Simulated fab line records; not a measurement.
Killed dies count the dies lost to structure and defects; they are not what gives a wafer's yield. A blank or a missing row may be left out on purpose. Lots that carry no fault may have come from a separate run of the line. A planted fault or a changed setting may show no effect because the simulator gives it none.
Which tool did it? + flow gf180mcu + 11 lots, 33 wafers sampled, at 4 steps of a route of 602

## WHAT EACH GAUGE READ, for each wafer
GF_PSD_RS_MEAS_14: measurement is done with a four-point probe. Usual: NSD_RS gives 46.15 ohm/sq (standard deviation 0.083).
| lot  | measured     | on           | NSD_RS (ohm/sq)   | flag |
|------|--------------|--------------|-------------------|------|
| L722 | day 14 04:34 | filmMetro-03 | 46.07 46.19 46.05 |      |
| L723 | day 14 16:29 | filmMetro-04 | 46.21 46.15 45.95 |      |
| L724 | day 14 19:59 | filmMetro-01 | 46.22 46.27 46.16 |      |
| L726 | day 15 12:31 | filmMetro-01 | 46.20 46.19 46.12 |      |
| L729 | day 16 10:31 | filmMetro-03 | 46.11 46.22 46.11 |      |
| L730 | day 16 18:08 | filmMetro-01 | 46.25 46.28 46.19 |      |
| L738 | day 19 23:36 | filmMetro-01 | 43.29 43.22 43.04 | OFF  |
| L739 | day 20 02:37 | filmMetro-04 | 43.26 43.25 43.31 | OFF  |
| L743 | day 22 07:03 | filmMetro-01 | 46.17 46.19 46.21 |      |
| L744 | day 22 10:37 | filmMetro-04 | 46.09 46.20 46.26 |      |
| L745 | day 22 23:13 | filmMetro-03 | 46.14 46.06 45.95 |      |

GF_V2_BOW_MEAS_05. Usual: V2_BOW gives 100 um (standard deviation 7.9).
| lot  | measured     | on           | V2_BOW (um) | flag |
|------|--------------|--------------|-------------|------|
| L722 | day 19 05:04 | filmMetro-03 | 110 87 89   |      |
| L723 | day 19 16:19 | filmMetro-02 | 100 92 104  |      |
| L724 | day 19 23:20 | filmMetro-02 | 103 106 100 |      |
| L726 | day 20 15:43 | filmMetro-02 | 100 103 99  |      |
| L729 | day 21 15:38 | filmMetro-03 | 100 103 98  |      |
| L730 | day 22 00:49 | filmMetro-04 | 90 99 114   |      |
| L738 | day 25 03:12 | filmMetro-04 | 93 91 105   |      |
| L739 | day 25 04:35 | filmMetro-02 | 82 96 83    |      |
| L743 | day 27 04:28 | filmMetro-02 | 92 93 79    |      |
| L744 | day 27 05:59 | filmMetro-03 | 113 107 108 |      |
| L745 | day 27 18:23 | filmMetro-03 | 99 97 87    |      |

## WHICH TOOL RAN EACH LOT (tool, then ch and the chambers of the sampled wafers, then the start)
| lot  | GF_NSD_IMPLANT_10               | GF_NSD_STRIP_11                     |
|------|---------------------------------|-------------------------------------|
| L722 | implanter-01 ch 0, day 13 07:44 | plasmaAsher-04 ch 0,1, day 13 07:52 |
| L723 | implanter-04 ch 0, day 13 19:35 | plasmaAsher-02 ch 0,1, day 13 19:43 |
| L724 | implanter-01 ch 0, day 13 22:38 | plasmaAsher-04 ch 0,1, day 13 22:46 |
| L726 | implanter-03 ch 0, day 14 14:47 | plasmaAsher-01 ch 0,1, day 14 14:55 |
| L729 | implanter-01 ch 0, day 15 12:08 | plasmaAsher-01 ch 0,1, day 15 12:17 |
| L730 | implanter-03 ch 0, day 15 19:24 | plasmaAsher-02 ch 0, day 15 19:31   |
| L738 | implanter-03 ch 0, day 18 22:14 | plasmaAsher-02 ch 0,1, day 18 22:23 |
| L739 | implanter-03 ch 0, day 19 01:41 | plasmaAsher-02 ch 0,1, day 19 01:50 |
| L743 | implanter-04 ch 0, day 21 07:07 | plasmaAsher-02 ch 0,1, day 21 07:16 |
| L744 | implanter-04 ch 0, day 21 10:19 | plasmaAsher-04 ch 0,1, day 21 10:28 |
| L745 | implanter-03 ch 0, day 21 23:31 | plasmaAsher-02 ch 0,1, day 21 23:40 |
- GF_NSD_IMPLANT_10
- GF_NSD_STRIP_11: strips in O2/N2.

## WHAT THE TOOLS THEMSELVES READ (means of the sampled wafers that have a number; where no wafer has one, the mark that the record gives instead)
GF_NSD_IMPLANT_10. Usual: doseIonsCm2 5e+14, standard deviation 6.8e+11; endStationPressureTorr 7.3e-06 Torr, standard deviation 4e-07; faradayCurrentUA 2783, standard deviation 58.
| lot  | tool         | doseIonsCm2 | endStationPressureTorr (Torr) | faradayCurrentUA | flag |
|------|--------------|-------------|-------------------------------|------------------|------|
| L722 | implanter-01 | 5e+14       | 7.3e-06                       | 2820             |      |
| L723 | implanter-04 | 5e+14       | 7.1e-06                       | 2735             |      |
| L724 | implanter-01 | 5e+14       | 7.1e-06                       | 2764             |      |
| L726 | implanter-03 | 5e+14       | 7.3e-06                       | 2748             |      |
| L729 | implanter-01 | 5e+14       | 6.9e-06                       | 2743             |      |
| L730 | implanter-03 | 5e+14       | 7.2e-06                       | 2823             |      |
| L738 | implanter-03 | 8e+14       | 8.7e-06                       | 4322             | OFF  |
| L739 | implanter-03 | 8e+14       | 8.6e-06                       | 4260             | OFF  |
| L743 | implanter-04 | 5e+14       | 7.7e-06                       | 2801             |      |
| L744 | implanter-04 | 5e+14       | 7.4e-06                       | 2797             |      |
| L745 | implanter-03 | 5e+14       | 7.1e-06                       | 2760             |      |

GF_NSD_STRIP_11. Usual: drypumpMotorCurrentA 5.6 A, standard deviation 0.35; heaterPowerW 342 W, standard deviation 30; oesProductAu 0.487 a.u., standard deviation 0.0049; stripTimeToEndpointS 22.96 s, standard deviation 0.041.
| lot  | tool           | drypumpMotorCurrentA (A) | heaterPowerW (W) | oesProductAu (a.u.) | stripTimeToEndpointS (s) | flag |
|------|----------------|--------------------------|------------------|---------------------|--------------------------|------|
| L722 | plasmaAsher-04 | 6.0                      | 309              | 0.484               | 22.90                    |      |
| L723 | plasmaAsher-02 | 5.7                      | 361              | 0.487               | 22.95                    |      |
| L724 | plasmaAsher-04 | 5.8                      | 329              | 0.483               | 22.88                    |      |
| L726 | plasmaAsher-01 | 5.2                      | 327              | 0.491               | 22.94                    |      |
| L729 | plasmaAsher-01 | 5.2                      | 331              | 0.485               | 22.94                    |      |
| L730 | plasmaAsher-02 | 5.8                      | 358              | 0.484               | 22.99                    |      |
| L738 | plasmaAsher-02 | 5.6                      | 364              | 0.482               | 23.27                    | OFF  |
| L739 | plasmaAsher-02 | 5.7                      | 370              | 0.484               | 23.23                    | OFF  |
| L743 | plasmaAsher-02 | 5.7                      | 369              | 0.483               | 22.94                    |      |
| L744 | plasmaAsher-04 | 5.8                      | 325              | 0.484               | 22.91                    |      |
| L745 | plasmaAsher-02 | 5.7                      | 367              | 0.489               | 22.94                    |      |

## THE ANSWER, worked out from the rows above alone
Rule: a lot is off if the mean of its wafers that have a number lies more than 3 standard deviations from the usual mean. Also off: a lot with no number at a reading for which 4 or more lots have one. All remaining lots with rows at the step are treated as sound. The gauges are gone through in route order, then the tools' own readings, and for those a lot's mean is taken as printed above. At the first step where some lot is off, the reading lying furthest off is the one used; lots without a number count as furthest.
Off: L738, L739, seen at GF_PSD_RS_MEAS_14 (NSD_RS).
A tool fits if, at a process step before that reading, it ran every lot that is off, and no sound lot after the first of them. Not tried: the gauges at GF_PSD_RS_MEAS_14; whatever is off there is also off at GF_NSD_IMPLANT_10, on other tools, and gauge error can't account for it. Of those tried, none fits.

## WHAT WAS PUT IN BY THE SIMULATOR
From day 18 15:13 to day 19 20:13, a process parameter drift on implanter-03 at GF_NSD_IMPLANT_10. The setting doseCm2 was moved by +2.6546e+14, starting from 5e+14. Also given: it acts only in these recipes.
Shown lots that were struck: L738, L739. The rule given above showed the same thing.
